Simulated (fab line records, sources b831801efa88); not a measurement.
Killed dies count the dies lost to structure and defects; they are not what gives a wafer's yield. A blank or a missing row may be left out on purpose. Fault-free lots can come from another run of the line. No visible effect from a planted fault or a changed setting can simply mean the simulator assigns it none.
fab line records :: flow sky130
record:
  lots: 12
  wafers: 36
  lastDay: 50
route steps=708 shown CONTACT@424 METAL1@436 VIA2@530 METAL3@568
lots untouched by any fault: they come from a run of this same line in which no faults occurred
startH: hours from the record's opening day to when the first of the lot's shown wafers began :: waitH: how many hours have passed since the lot's step before this one :: " the same as in the row above :: L1.1+2: several wafers, shown together as one row :: - no value present, or no start provided :: * or withheld: withheld :: < > ~ a bound
route shown NAME@n: NAME is a module with steps in the file, n the number in the route of the first one :: usual: mean/standard deviation taken from wafers without a fault :: same: alike in all rows :: chamber/n: place in a boat :: sites: per-site readings :: _std_site: standard deviation of those values :: _edge_site: the outer-site mean with the inner-site mean subtracted :: radiusMm: how far each site lies from the wafer's centre :: mask NAME#n: copy n :: behind: the last tool/chamber to shape the wafer :: hold: the reason the lot was held/the length of the hold in hours/how it ended :: device: which transistor (n, p or np) failed to switch :: end of line: the tests these same wafers got at the end of their route :: where a step has no rows: the recipe by itself :: killed: not the wafer's yield, but the dies lost to structure and defects at the first sort :: map: per-die view of a wafer (x killed, . not killed, _ where there is no die)
set.NAME: the setting the step ran with; set.NAME@STEP: the setting that earlier step ran with :: model.NAME: the simulator's own value behind a step, which no gauge read
the route's steps for a sample of lots (tables are steps, rows are wafers)
services: from which hour (startH, from the record's first day; less than 0 if before it) a tool's chamber was out of use, for how many hours, and why
== steps ==
step: SKY_CONTACT_ETCH_18
recipe:
  target: Si3N4
  chemistry: CHF3/O2
  stopOn: TiN
  sourceW: 600
  biasW: 200
  pressureMtorr: 40
  chf3FlowSccm: 50
  O2_flow_sccm: 5
  timeS: 39
  targetDepthA: 750
usual:
  biasW: 200.0/0.56
  drypumpMotorCurrentA: 5.6/0.44
  oesProductAu: 0.855/0.0085
  throttleValvePct: 8.793/0.01
lot.wafer: L353.3
tool: rieDiel-03
chamber: 0
startH: 749
waitH: -
biasW: 200.1
drypumpMotorCurrentA: 6.2
oesProductAu: 0.844
rfHoursCounterH: 9
throttleValvePct: 8.795

lot.wafer: L353.5
tool: rieDiel-03
chamber: 3
startH: 749
waitH: -
biasW: 200.1
drypumpMotorCurrentA: 5.5
oesProductAu: 0.862
rfHoursCounterH: -
throttleValvePct: 8.790

lot.wafer: L353.6
tool: rieDiel-03
chamber: 0
startH: 749
waitH: -
biasW: 199.5
drypumpMotorCurrentA: 6.2
oesProductAu: 0.856
rfHoursCounterH: -
throttleValvePct: 8.793

lot.wafer: L360.4
tool: rieDiel-03
chamber: 1
startH: 806
waitH: -
biasW: 306.0
drypumpMotorCurrentA: 5.4
oesProductAu: 0.855
rfHoursCounterH: -
throttleValvePct: 8.795

lot.wafer: L360.5
tool: rieDiel-03
chamber: 2
startH: 806
waitH: -
biasW: 200.7
drypumpMotorCurrentA: 4.7
oesProductAu: 0.839
rfHoursCounterH: -
throttleValvePct: 8.788

lot.wafer: L360.6
tool: rieDiel-03
chamber: 0
startH: 806
waitH: -
biasW: 200.7
drypumpMotorCurrentA: 6.2
oesProductAu: 0.845
rfHoursCounterH: -
throttleValvePct: 8.779

lot.wafer: L364.2
tool: rieDiel-04
chamber: 0
startH: 834
waitH: -
biasW: 199.3
drypumpMotorCurrentA: 6.0
oesProductAu: 0.837
rfHoursCounterH: 16
throttleValvePct: 8.788

lot.wafer: L364.3
tool: rieDiel-04
chamber: 3
startH: 834
waitH: -
biasW: 199.9
drypumpMotorCurrentA: 6.0
oesProductAu: 0.846
rfHoursCounterH: 22
throttleValvePct: 8.803

lot.wafer: L364.5
tool: rieDiel-04
chamber: 1
startH: 834
waitH: -
biasW: 199.9
drypumpMotorCurrentA: 5.5
oesProductAu: 0.854
rfHoursCounterH: -
throttleValvePct: 8.797

lot.wafer: L365.3
tool: rieDiel-01
chamber: 0
startH: 840
waitH: -
biasW: 200.2
drypumpMotorCurrentA: 5.6
oesProductAu: 0.852
rfHoursCounterH: 11
throttleValvePct: 8.809

lot.wafer: L365.5
tool: rieDiel-01
chamber: 1
startH: 840
waitH: -
biasW: 200.2
drypumpMotorCurrentA: 6.0
oesProductAu: 0.868
rfHoursCounterH: -
throttleValvePct: 8.790

lot.wafer: L365.6
tool: rieDiel-01
chamber: 0
startH: 840
waitH: -
biasW: 199.9
drypumpMotorCurrentA: 5.6
oesProductAu: 0.866
rfHoursCounterH: -
throttleValvePct: 8.790

lot.wafer: L366.1
tool: rieDiel-01
chamber: 2
startH: 850
waitH: -
biasW: 200.6
drypumpMotorCurrentA: 5.7
oesProductAu: 0.863
rfHoursCounterH: 4
throttleValvePct: 8.800

lot.wafer: L366.2
tool: rieDiel-01
chamber: 1
startH: 850
waitH: -
biasW: 200.3
drypumpMotorCurrentA: 6.0
oesProductAu: 0.850
rfHoursCounterH: 13
throttleValvePct: 8.780

lot.wafer: L366.4
tool: rieDiel-01
chamber: 0
startH: 850
waitH: -
biasW: 199.6
drypumpMotorCurrentA: 5.6
oesProductAu: 0.860
rfHoursCounterH: -
throttleValvePct: 8.806

lot.wafer: L368.3
tool: rieDiel-04
chamber: 0
startH: 867
waitH: -
biasW: 200.6
drypumpMotorCurrentA: 6.0
oesProductAu: 0.860
rfHoursCounterH: 17
throttleValvePct: 8.798

lot.wafer: L368.4
tool: rieDiel-04
chamber: 3
startH: 867
waitH: -
biasW: 199.9
drypumpMotorCurrentA: 6.1
oesProductAu: 0.864
rfHoursCounterH: 23
throttleValvePct: 8.798

lot.wafer: L368.6
tool: rieDiel-04
chamber: 2
startH: 867
waitH: -
biasW: 199.6
drypumpMotorCurrentA: 5.0
oesProductAu: 0.870
rfHoursCounterH: -
throttleValvePct: 8.796

lot.wafer: L369.2
tool: rieDiel-03
chamber: 3
startH: 870
waitH: -
biasW: 199.9
drypumpMotorCurrentA: 5.4
oesProductAu: 0.865
rfHoursCounterH: 1
throttleValvePct: 8.802

lot.wafer: L369.4
tool: rieDiel-03
chamber: 0
startH: 870
waitH: -
biasW: 199.1
drypumpMotorCurrentA: 6.2
oesProductAu: 0.874
rfHoursCounterH: 13
throttleValvePct: 8.804

lot.wafer: L369.6
tool: rieDiel-03
chamber: 0
startH: 870
waitH: -
biasW: 198.9
drypumpMotorCurrentA: 6.2
oesProductAu: 0.867
rfHoursCounterH: -
throttleValvePct: 8.803

lot.wafer: L370.2
tool: rieDiel-03
chamber: 0
startH: 881
waitH: -
biasW: 200.1
drypumpMotorCurrentA: 6.2
oesProductAu: 0.856
rfHoursCounterH: 13
throttleValvePct: 8.801

lot.wafer: L370.3
tool: rieDiel-03
chamber: 2
startH: 881
waitH: -
biasW: 199.7
drypumpMotorCurrentA: 4.7
oesProductAu: 0.845
rfHoursCounterH: 20
throttleValvePct: 8.800

lot.wafer: L370.4
tool: rieDiel-03
chamber: 1
startH: 881
waitH: -
biasW: 200.1
drypumpMotorCurrentA: 5.4
oesProductAu: 0.860
rfHoursCounterH: 12
throttleValvePct: 8.795

lot.wafer: L371.1
tool: rieDiel-03
chamber: 2
startH: 886
waitH: -
biasW: 200.1
drypumpMotorCurrentA: 4.7
oesProductAu: 0.848
rfHoursCounterH: 20
throttleValvePct: 8.773

lot.wafer: L371.3
tool: rieDiel-03
chamber: 1
startH: 886
waitH: -
biasW: 200.7
drypumpMotorCurrentA: 5.4
oesProductAu: 0.853
rfHoursCounterH: 12
throttleValvePct: 8.781

lot.wafer: L371.5
tool: rieDiel-03
chamber: 3
startH: 886
waitH: -
biasW: 200.1
drypumpMotorCurrentA: 5.4
oesProductAu: 0.859
rfHoursCounterH: -
throttleValvePct: 8.792

lot.wafer: L372.3
tool: rieDiel-01
chamber: 2
startH: 892
waitH: -
biasW: 200.6
drypumpMotorCurrentA: 5.7
oesProductAu: 0.845
rfHoursCounterH: 5
throttleValvePct: 8.796

lot.wafer: L372.4
tool: rieDiel-01
chamber: 1
startH: 892
waitH: -
biasW: 200.5
drypumpMotorCurrentA: 6.0
oesProductAu: 0.843
rfHoursCounterH: 15
throttleValvePct: 8.783

lot.wafer: L372.5
tool: rieDiel-01
chamber: 3
startH: 892
waitH: -
biasW: 198.3
drypumpMotorCurrentA: 5.6
oesProductAu: 0.855
rfHoursCounterH: -
throttleValvePct: 8.783

lot.wafer: L373.2
tool: rieDiel-03
chamber: 3
startH: 901
waitH: -
biasW: 199.7
drypumpMotorCurrentA: 5.4
oesProductAu: 0.841
rfHoursCounterH: 2
throttleValvePct: 8.778

lot.wafer: L373.3
tool: rieDiel-03
chamber: 2
startH: 901
waitH: -
biasW: 199.9
drypumpMotorCurrentA: 4.6
oesProductAu: 0.843
rfHoursCounterH: 20
throttleValvePct: 8.801

lot.wafer: L373.4
tool: rieDiel-03
chamber: 1
startH: 901
waitH: -
biasW: 200.6
drypumpMotorCurrentA: 5.4
oesProductAu: 0.847
rfHoursCounterH: 12
throttleValvePct: 8.788

lot.wafer: L374.1
tool: rieDiel-04
chamber: 2
startH: 906
waitH: -
biasW: 199.5
drypumpMotorCurrentA: 5.0
oesProductAu: 0.837
rfHoursCounterH: 25
throttleValvePct: 8.805

lot.wafer: L374.3
tool: rieDiel-04
chamber: 1
startH: 906
waitH: -
biasW: 200.1
drypumpMotorCurrentA: 5.5
oesProductAu: 0.843
rfHoursCounterH: 15
throttleValvePct: 8.799

lot.wafer: L374.4
tool: rieDiel-04
chamber: 3
startH: 906
waitH: -
biasW: 200.3
drypumpMotorCurrentA: 6.1
oesProductAu: 0.861
rfHoursCounterH: 25
throttleValvePct: 8.798
step: SKY_METAL1_SPUTTER_02
recipe:
  material: AlCu
  targetThkNm: 250
  powerW: 10600
  timeS: 13.3
  chamberPressurePa: 0.4
usual:
  throttleValvePct: 30.2/1.1
lot.wafer: L353.3
tool: pvdSputter-02
chamber: -
startH: 750.51
waitH: 0.0
throttleValvePct: 30.2

lot.wafer: L353.5
tool: pvdSputter-02
chamber: -
startH: 750.51
waitH: 0.0
throttleValvePct: 31.4

lot.wafer: L353.6
tool: pvdSputter-02
chamber: -
startH: 750.51
waitH: 0.0
throttleValvePct: 30.3

lot.wafer: L360.4
tool: pvdSputter-04
chamber: -
startH: 807.47
waitH: 0.0
throttleValvePct: 32.3

lot.wafer: L360.5
tool: pvdSputter-04
chamber: -
startH: 807.47
waitH: 0.0
throttleValvePct: 29.1

lot.wafer: L360.6
tool: pvdSputter-04
chamber: -
startH: 807.47
waitH: 0.0
throttleValvePct: 29.4

lot.wafer: L364.2
tool: pvdSputter-01
chamber: -
startH: 835.35
waitH: 0.0
throttleValvePct: 30.6

lot.wafer: L364.3
tool: pvdSputter-01
chamber: -
startH: 835.35
waitH: 0.0
throttleValvePct: 30.5

lot.wafer: L364.5
tool: pvdSputter-01
chamber: -
startH: 835.35
waitH: 0.0
throttleValvePct: 31.0

lot.wafer: L365.3
tool: pvdSputter-01
chamber: -
startH: 841.66
waitH: 0.0
throttleValvePct: 30.4

lot.wafer: L365.5
tool: pvdSputter-01
chamber: -
startH: 841.66
waitH: 0.0
throttleValvePct: 30.8

lot.wafer: L365.6
tool: pvdSputter-01
chamber: -
startH: 841.66
waitH: 0.0
throttleValvePct: 30.3

lot.wafer: L366.1
tool: pvdSputter-01
chamber: -
startH: 852.00
waitH: 0.0
throttleValvePct: 30.5

lot.wafer: L366.2
tool: pvdSputter-01
chamber: -
startH: 852.00
waitH: 0.0
throttleValvePct: 31.1

lot.wafer: L366.4
tool: pvdSputter-01
chamber: -
startH: 852.00
waitH: 0.0
throttleValvePct: 30.7

lot.wafer: L368.3
tool: pvdSputter-04
chamber: -
startH: 869.64
waitH: 0.0
throttleValvePct: 29.6

lot.wafer: L368.4
tool: pvdSputter-04
chamber: -
startH: 869.64
waitH: 0.0
throttleValvePct: 28.9

lot.wafer: L368.6
tool: pvdSputter-04
chamber: -
startH: 869.64
waitH: 0.0
throttleValvePct: 29.9

lot.wafer: L369.2
tool: pvdSputter-02
chamber: -
startH: 871.95
waitH: 0.0
throttleValvePct: 27.8

lot.wafer: L369.4
tool: pvdSputter-02
chamber: -
startH: 871.95
waitH: 0.0
throttleValvePct: 31.1

lot.wafer: L369.6
tool: pvdSputter-02
chamber: -
startH: 871.95
waitH: 0.0
throttleValvePct: 28.0

lot.wafer: L370.2
tool: pvdSputter-01
chamber: -
startH: 882.90
waitH: 0.0
throttleValvePct: 30.6

lot.wafer: L370.3
tool: pvdSputter-01
chamber: -
startH: 882.90
waitH: 0.0
throttleValvePct: 30.7

lot.wafer: L370.4
tool: pvdSputter-01
chamber: -
startH: 882.90
waitH: 0.0
throttleValvePct: 30.8

lot.wafer: L371.1
tool: pvdSputter-04
chamber: -
startH: 888.02
waitH: 0.0
throttleValvePct: 29.7

lot.wafer: L371.3
tool: pvdSputter-04
chamber: -
startH: 888.02
waitH: 0.0
throttleValvePct: 32.3

lot.wafer: L371.5
tool: pvdSputter-04
chamber: -
startH: 888.02
waitH: 0.0
throttleValvePct: 29.0

lot.wafer: L372.3
tool: pvdSputter-04
chamber: -
startH: 894.25
waitH: 0.0
throttleValvePct: 29.8

lot.wafer: L372.4
tool: pvdSputter-04
chamber: -
startH: 894.25
waitH: 0.0
throttleValvePct: 29.1

lot.wafer: L372.5
tool: pvdSputter-04
chamber: -
startH: 894.25
waitH: 0.0
throttleValvePct: 30.2

lot.wafer: L373.2
tool: pvdSputter-02
chamber: -
startH: 903.08
waitH: 0.0
throttleValvePct: 30.4

lot.wafer: L373.3
tool: pvdSputter-02
chamber: -
startH: 903.08
waitH: 0.0
throttleValvePct: 28.0

lot.wafer: L373.4
tool: pvdSputter-02
chamber: -
startH: 903.08
waitH: 0.0
throttleValvePct: 29.7

lot.wafer: L374.1
tool: pvdSputter-02
chamber: -
startH: 907.96
waitH: 0.0
throttleValvePct: 30.1

lot.wafer: L374.3
tool: pvdSputter-02
chamber: -
startH: 907.96
waitH: 0.0
throttleValvePct: 31.5

lot.wafer: L374.4
tool: pvdSputter-02
chamber: -
startH: 907.96
waitH: 0.0
throttleValvePct: 27.8
step: SKY_VIA2_THK_MEAS_23
recipe:
  thkMeasGauge: xrf
  reads: W_of_VIA2_CVD_21
usual:
  VIA2_W_THK: 426/8.6
lot.wafer: L353.3
tool: filmMetro-04
chamber: -
startH: 860.76
waitH: 0.1
VIA2_W_THK[nm]: 427

lot.wafer: L353.5
tool: filmMetro-04
chamber: -
startH: 860.76
waitH: 0.1
VIA2_W_THK[nm]: 425

lot.wafer: L353.6
tool: filmMetro-04
chamber: -
startH: 860.76
waitH: 0.1
VIA2_W_THK[nm]: 429

lot.wafer: L360.4
tool: filmMetro-04
chamber: -
startH: 915.96
waitH: 0.1
VIA2_W_THK[nm]: 434

lot.wafer: L360.5
tool: filmMetro-04
chamber: -
startH: 915.96
waitH: 0.1
VIA2_W_THK[nm]: 424

lot.wafer: L360.6
tool: filmMetro-04
chamber: -
startH: 915.96
waitH: 0.1
VIA2_W_THK[nm]: 430

lot.wafer: L364.2
tool: filmMetro-01
chamber: -
startH: 944.96
waitH: 0.1
VIA2_W_THK[nm]: 424

lot.wafer: L364.3
tool: filmMetro-01
chamber: -
startH: 944.96
waitH: 0.1
VIA2_W_THK[nm]: 425

lot.wafer: L364.5
tool: filmMetro-01
chamber: -
startH: 944.96
waitH: 0.1
VIA2_W_THK[nm]: 425

lot.wafer: L365.3
tool: filmMetro-02
chamber: -
startH: 950.48
waitH: 0.1
VIA2_W_THK[nm]: 433

lot.wafer: L365.5
tool: filmMetro-02
chamber: -
startH: 950.48
waitH: 0.1
VIA2_W_THK[nm]: 432

lot.wafer: L365.6
tool: filmMetro-02
chamber: -
startH: 950.48
waitH: 0.1
VIA2_W_THK[nm]: 436

lot.wafer: L366.1
tool: filmMetro-04
chamber: -
startH: 957.84
waitH: 0.1
VIA2_W_THK[nm]: 425

lot.wafer: L366.2
tool: filmMetro-04
chamber: -
startH: 957.84
waitH: 0.1
VIA2_W_THK[nm]: 428

lot.wafer: L366.4
tool: filmMetro-04
chamber: -
startH: 957.84
waitH: 0.1
VIA2_W_THK[nm]: 423

lot.wafer: L368.3
tool: filmMetro-04
chamber: -
startH: 974.46
waitH: 0.1
VIA2_W_THK[nm]: 437

lot.wafer: L368.4
tool: filmMetro-04
chamber: -
startH: 974.46
waitH: 0.1
VIA2_W_THK[nm]: 434

lot.wafer: L368.6
tool: filmMetro-04
chamber: -
startH: 974.46
waitH: 0.1
VIA2_W_THK[nm]: 431

lot.wafer: L369.2
tool: filmMetro-04
chamber: -
startH: 977.33
waitH: 0.1
VIA2_W_THK[nm]: 436

lot.wafer: L369.4
tool: filmMetro-04
chamber: -
startH: 977.33
waitH: 0.1
VIA2_W_THK[nm]: 434

lot.wafer: L369.6
tool: filmMetro-04
chamber: -
startH: 977.33
waitH: 0.1
VIA2_W_THK[nm]: 431

lot.wafer: L370.2
tool: filmMetro-01
chamber: -
startH: 987.02
waitH: 0.1
VIA2_W_THK[nm]: 417

lot.wafer: L370.3
tool: filmMetro-01
chamber: -
startH: 987.02
waitH: 0.1
VIA2_W_THK[nm]: 419

lot.wafer: L370.4
tool: filmMetro-01
chamber: -
startH: 987.02
waitH: 0.1
VIA2_W_THK[nm]: 417

lot.wafer: L371.1
tool: filmMetro-01
chamber: -
startH: 994.70
waitH: 0.1
VIA2_W_THK[nm]: 416

lot.wafer: L371.3
tool: filmMetro-01
chamber: -
startH: 994.70
waitH: 0.1
VIA2_W_THK[nm]: 417

lot.wafer: L371.5
tool: filmMetro-01
chamber: -
startH: 994.70
waitH: 0.1
VIA2_W_THK[nm]: 417

lot.wafer: L372.3
tool: filmMetro-01
chamber: -
startH: 996.22
waitH: 0.1
VIA2_W_THK[nm]: 417

lot.wafer: L372.4
tool: filmMetro-01
chamber: -
startH: 996.22
waitH: 0.1
VIA2_W_THK[nm]: 418

lot.wafer: L372.5
tool: filmMetro-01
chamber: -
startH: 996.22
waitH: 0.1
VIA2_W_THK[nm]: 421

lot.wafer: L373.2
tool: filmMetro-01
chamber: -
startH: 1005.09
waitH: 0.1
VIA2_W_THK[nm]: 429

lot.wafer: L373.3
tool: filmMetro-01
chamber: -
startH: 1005.09
waitH: 0.1
VIA2_W_THK[nm]: 418

lot.wafer: L373.4
tool: filmMetro-01
chamber: -
startH: 1005.09
waitH: 0.1
VIA2_W_THK[nm]: 426

lot.wafer: L374.1
tool: filmMetro-01
chamber: -
startH: 1008.54
waitH: 0.1
VIA2_W_THK[nm]: 426

lot.wafer: L374.3
tool: filmMetro-01
chamber: -
startH: 1008.54
waitH: 0.1
VIA2_W_THK[nm]: 427

lot.wafer: L374.4
tool: filmMetro-01
chamber: -
startH: 1008.54
waitH: 0.1
VIA2_W_THK[nm]: 431
step: SKY_METAL3_METAL_ETCH_18
recipe:
  targetDepthA: 8450
  stopOn: SiO2
  overEtchFrac: 0.3
  timeS: 183.1
  chemistry: Cl2/BCl3
  resistSidewallDeg: 88
  pressureMtorr: 10
  icpW: 900
  biasW: 48.5
  Cl2_flow_sccm: 60
  bcl3FlowSccm: 30
usual:
  biasW: 48.50/0.14
  drypumpMotorCurrentA: 5.6/0.39
  oesProductAu: 0.865/0.0064
  throttleValvePct: 22.264/0.009
lot.wafer: L353.3
tool: rieMetal-03
chamber: 1
startH: 914.51
waitH: 0.1
biasW: 48.50
drypumpMotorCurrentA: 5.0
oesProductAu: 0.866
rfHoursCounterH: -
throttleValvePct: 22.259

lot.wafer: L353.5
tool: rieMetal-03
chamber: 1
startH: 914.51
waitH: 0.1
biasW: 48.66
drypumpMotorCurrentA: 5.0
oesProductAu: 0.863
rfHoursCounterH: -
throttleValvePct: 22.285

lot.wafer: L353.6
tool: rieMetal-03
chamber: 1
startH: 914.51
waitH: 0.1
biasW: 48.65
drypumpMotorCurrentA: 4.9
oesProductAu: 0.855
rfHoursCounterH: -
throttleValvePct: 22.263

lot.wafer: L360.4
tool: rieMetal-01
chamber: 1
startH: 969.00
waitH: 0.1
biasW: 48.71
drypumpMotorCurrentA: 5.7
oesProductAu: 0.873
rfHoursCounterH: -
throttleValvePct: 22.260

lot.wafer: L360.5
tool: rieMetal-01
chamber: 0
startH: 969.00
waitH: 0.1
biasW: 48.42
drypumpMotorCurrentA: 6.2
oesProductAu: 0.860
rfHoursCounterH: -
throttleValvePct: 22.257

lot.wafer: L360.6
tool: rieMetal-01
chamber: 1
startH: 969.00
waitH: 0.1
biasW: 48.59
drypumpMotorCurrentA: 5.7
oesProductAu: 0.877
rfHoursCounterH: -
throttleValvePct: 22.258

lot.wafer: L364.2
tool: rieMetal-04
chamber: 0
startH: 994.19
waitH: 0.0
biasW: 48.32
drypumpMotorCurrentA: 5.7
oesProductAu: 0.862
rfHoursCounterH: 2
throttleValvePct: 22.257

lot.wafer: L364.3
tool: rieMetal-04
chamber: 1
startH: 994.19
waitH: 0.0
biasW: 48.77
drypumpMotorCurrentA: 5.5
oesProductAu: 0.860
rfHoursCounterH: -
throttleValvePct: 22.260

lot.wafer: L364.5
tool: rieMetal-04
chamber: 0
startH: 994.19
waitH: 0.0
biasW: 48.56
drypumpMotorCurrentA: 5.7
oesProductAu: 0.871
rfHoursCounterH: -
throttleValvePct: 22.269

lot.wafer: L365.3
tool: rieMetal-04
chamber: 1
startH: 999.54
waitH: 0.1
biasW: 48.65
drypumpMotorCurrentA: 5.5
oesProductAu: 0.878
rfHoursCounterH: -
throttleValvePct: 22.258

lot.wafer: L365.5
tool: rieMetal-04
chamber: 0
startH: 999.54
waitH: 0.1
biasW: 48.67
drypumpMotorCurrentA: 5.7
oesProductAu: 0.861
rfHoursCounterH: -
throttleValvePct: 22.270

lot.wafer: L365.6
tool: rieMetal-04
chamber: 1
startH: 999.54
waitH: 0.1
biasW: 48.50
drypumpMotorCurrentA: 5.5
oesProductAu: 0.878
rfHoursCounterH: -
throttleValvePct: 22.253

lot.wafer: L366.1
tool: rieMetal-01
chamber: 1
startH: 1006.38
waitH: 0.0
biasW: 48.23
drypumpMotorCurrentA: 5.7
oesProductAu: 0.864
rfHoursCounterH: 15
throttleValvePct: 22.257

lot.wafer: L366.2
tool: rieMetal-01
chamber: 0
startH: 1006.38
waitH: 0.0
biasW: 48.42
drypumpMotorCurrentA: 6.3
oesProductAu: 0.867
rfHoursCounterH: 7
throttleValvePct: 22.264

lot.wafer: L366.4
tool: rieMetal-01
chamber: 1
startH: 1006.38
waitH: 0.0
biasW: 48.29
drypumpMotorCurrentA: 5.7
oesProductAu: 0.866
rfHoursCounterH: -
throttleValvePct: 22.260

lot.wafer: L368.3
tool: rieMetal-03
chamber: 0
startH: 1021.84
waitH: 0.1
biasW: 48.24
drypumpMotorCurrentA: 5.6
oesProductAu: 0.856
rfHoursCounterH: -
throttleValvePct: 22.266

lot.wafer: L368.4
tool: rieMetal-03
chamber: 1
startH: 1021.84
waitH: 0.1
biasW: 48.59
drypumpMotorCurrentA: 5.0
oesProductAu: 0.864
rfHoursCounterH: -
throttleValvePct: 22.268

lot.wafer: L368.6
tool: rieMetal-03
chamber: 0
startH: 1021.84
waitH: 0.1
biasW: 48.42
drypumpMotorCurrentA: 5.6
oesProductAu: 0.877
rfHoursCounterH: -
throttleValvePct: 22.258

lot.wafer: L369.2
tool: rieMetal-03
chamber: 0
startH: 1024.64
waitH: 0.0
biasW: 48.20
drypumpMotorCurrentA: 5.6
oesProductAu: 0.864
rfHoursCounterH: 12
throttleValvePct: 22.272

lot.wafer: L369.4
tool: rieMetal-03
chamber: 1
startH: 1024.64
waitH: 0.0
biasW: 48.49
drypumpMotorCurrentA: 5.0
oesProductAu: 0.866
rfHoursCounterH: -
throttleValvePct: 22.259

lot.wafer: L369.6
tool: rieMetal-03
chamber: 0
startH: 1024.64
waitH: 0.0
biasW: 48.10
drypumpMotorCurrentA: 5.6
oesProductAu: 0.863
rfHoursCounterH: -
throttleValvePct: 22.272

lot.wafer: L370.2
tool: rieMetal-03
chamber: 0
startH: 1034.56
waitH: 0.0
biasW: 48.60
drypumpMotorCurrentA: 5.6
oesProductAu: 0.877
rfHoursCounterH: 13
throttleValvePct: 22.270

lot.wafer: L370.3
tool: rieMetal-03
chamber: 0
startH: 1034.56
waitH: 0.0
biasW: 48.64
drypumpMotorCurrentA: 5.6
oesProductAu: 0.866
rfHoursCounterH: -
throttleValvePct: 22.263

lot.wafer: L370.4
tool: rieMetal-03
chamber: 1
startH: 1034.56
waitH: 0.0
biasW: 48.42
drypumpMotorCurrentA: 5.0
oesProductAu: 0.867
rfHoursCounterH: -
throttleValvePct: 22.268

lot.wafer: L371.1
tool: rieMetal-03
chamber: 1
startH: 1041.53
waitH: 0.0
biasW: 48.50
drypumpMotorCurrentA: 5.0
oesProductAu: 0.858
rfHoursCounterH: 13
throttleValvePct: 22.253

lot.wafer: L371.3
tool: rieMetal-03
chamber: 1
startH: 1041.53
waitH: 0.0
biasW: 48.65
drypumpMotorCurrentA: 5.0
oesProductAu: 0.868
rfHoursCounterH: -
throttleValvePct: 22.261

lot.wafer: L371.5
tool: rieMetal-03
chamber: 0
startH: 1041.53
waitH: 0.0
biasW: 48.18
drypumpMotorCurrentA: 5.6
oesProductAu: 0.862
rfHoursCounterH: -
throttleValvePct: 22.271

lot.wafer: L372.3
tool: rieMetal-04
chamber: 0
startH: 1042.80
waitH: 0.1
biasW: 48.64
drypumpMotorCurrentA: 5.7
oesProductAu: 0.857
rfHoursCounterH: -
throttleValvePct: 22.275

lot.wafer: L372.4
tool: rieMetal-04
chamber: 1
startH: 1042.80
waitH: 0.1
biasW: 48.59
drypumpMotorCurrentA: 5.5
oesProductAu: 0.857
rfHoursCounterH: -
throttleValvePct: 22.265

lot.wafer: L372.5
tool: rieMetal-04
chamber: 0
startH: 1042.80
waitH: 0.1
biasW: 48.35
drypumpMotorCurrentA: 5.7
oesProductAu: 0.870
rfHoursCounterH: -
throttleValvePct: 22.243

lot.wafer: L373.2
tool: rieMetal-01
chamber: 1
startH: 1051.09
waitH: 0.0
biasW: 48.42
drypumpMotorCurrentA: 5.7
oesProductAu: 0.868
rfHoursCounterH: 18
throttleValvePct: 22.252

lot.wafer: L373.3
tool: rieMetal-01
chamber: 0
startH: 1051.09
waitH: 0.0
biasW: 48.44
drypumpMotorCurrentA: 6.2
oesProductAu: 0.862
rfHoursCounterH: -
throttleValvePct: 22.260

lot.wafer: L373.4
tool: rieMetal-01
chamber: 1
startH: 1051.09
waitH: 0.0
biasW: 48.60
drypumpMotorCurrentA: 5.7
oesProductAu: 0.856
rfHoursCounterH: -
throttleValvePct: 22.272

lot.wafer: L374.1
tool: rieMetal-01
chamber: 1
startH: 1055.68
waitH: 0.0
biasW: 48.56
drypumpMotorCurrentA: 5.7
oesProductAu: 0.860
rfHoursCounterH: 19
throttleValvePct: 22.255

lot.wafer: L374.3
tool: rieMetal-01
chamber: 0
startH: 1055.68
waitH: 0.0
biasW: 48.47
drypumpMotorCurrentA: 6.3
oesProductAu: 0.863
rfHoursCounterH: -
throttleValvePct: 22.274

lot.wafer: L374.4
tool: rieMetal-01
chamber: 1
startH: 1055.68
waitH: 0.0
biasW: 48.61
drypumpMotorCurrentA: 5.7
oesProductAu: 0.867
rfHoursCounterH: -
throttleValvePct: 22.247
== services ==
tool: rieDiel-03
chamber: 0
startH: 726.91
hours: 3.0
kind: repair

tool: pvdSputter-01
chamber: -
startH: 730.79
hours: 2.8
kind: repair

tool: rieMetal-03
chamber: 0
startH: 741.71
hours: 2.3
kind: repair

tool: rieDiel-03
chamber: -
startH: 742.48
hours: 1.0
kind: repair

tool: rieDiel-03
chamber: 2
startH: 747.74
hours: 5.2
kind: repair

tool: pvdSputter-01
chamber: -
startH: 772.47
hours: 1.0
kind: repair

tool: rieMetal-01
chamber: -
startH: 773.01
hours: 2.9
kind: repair

tool: rieMetal-03
chamber: 1
startH: 794.17
hours: 10.0
kind: repair

tool: pvdSputter-01
chamber: -
startH: 800.06
hours: 5.8
kind: repair

tool: pvdSputter-04
chamber: -
startH: 822.10
hours: 1.0
kind: repair

tool: rieMetal-03
chamber: 1
startH: 861.57
hours: 24.6
kind: repair

tool: pvdSputter-02
chamber: -
startH: 879.73
hours: 4.7
kind: repair

tool: pvdSputter-02
chamber: -
startH: 883.68
hours: 1.9
kind: repair

tool: pvdSputter-02
chamber: -
startH: 886.52
hours: 8.0
kind: repair

tool: pvdSputter-01
chamber: -
startH: 900.27
hours: 2.9
kind: repair

tool: rieMetal-03
chamber: 0
startH: 911.01
hours: 4.2
kind: repair

tool: rieMetal-03
chamber: 1
startH: 916.82
hours: 2.4
kind: repair

tool: pvdSputter-02
chamber: -
startH: 929.84
hours: 1.9
kind: repair

tool: pvdSputter-01
chamber: -
startH: 978.01
hours: 2.5
kind: repair

tool: rieDiel-03
chamber: -
startH: 990.23
hours: 2.8
kind: pm

tool: rieMetal-03
chamber: 0
startH: 1035.58
hours: 1.6
kind: repair

tool: rieDiel-03
chamber: 2
startH: 1040.86
hours: 5.2
kind: repair

tool: rieMetal-03
chamber: -
startH: 1047.75
hours: 0.3
kind: repair

tool: rieDiel-03
chamber: 3
startH: 1051.30
hours: 8.4
kind: repair
== key ==
firstSign:
  step: SKY_CONTACT_ETCH_18
  reading: biasW
  direction: up
  sigmas: 99+
  usual: 200.0
  struck: 306.0
effect none on later readings
metAt SKY_CONTACT_ETCH_18
struckLots L360
struckWafers L360.4
testerLeftOut L360
notActingAt SKY_METAL1_SPUTTER_02,SKY_VIA2_THK_MEAS_23,SKY_METAL3_METAL_ETCH_18
fault:
  kind: processParameterDrift
  tool: rieDiel-03
  chamber: 1
  onsetH: 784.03
  steps: SKY_CONTACT_ETCH_18
  channel: biasW
  offset: 106.03
  shape: step
  endH: 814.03
  actsIn: theseRecipesOnly
  stated: 200
testerLeftOut: of these lots the tester's yield and bins aren't shown, on N5 and GAA mostly nor the transistor test; their killed dies are dies lost to structure and defects alone, not to doping, threshold or leakage, so they don't give the yield
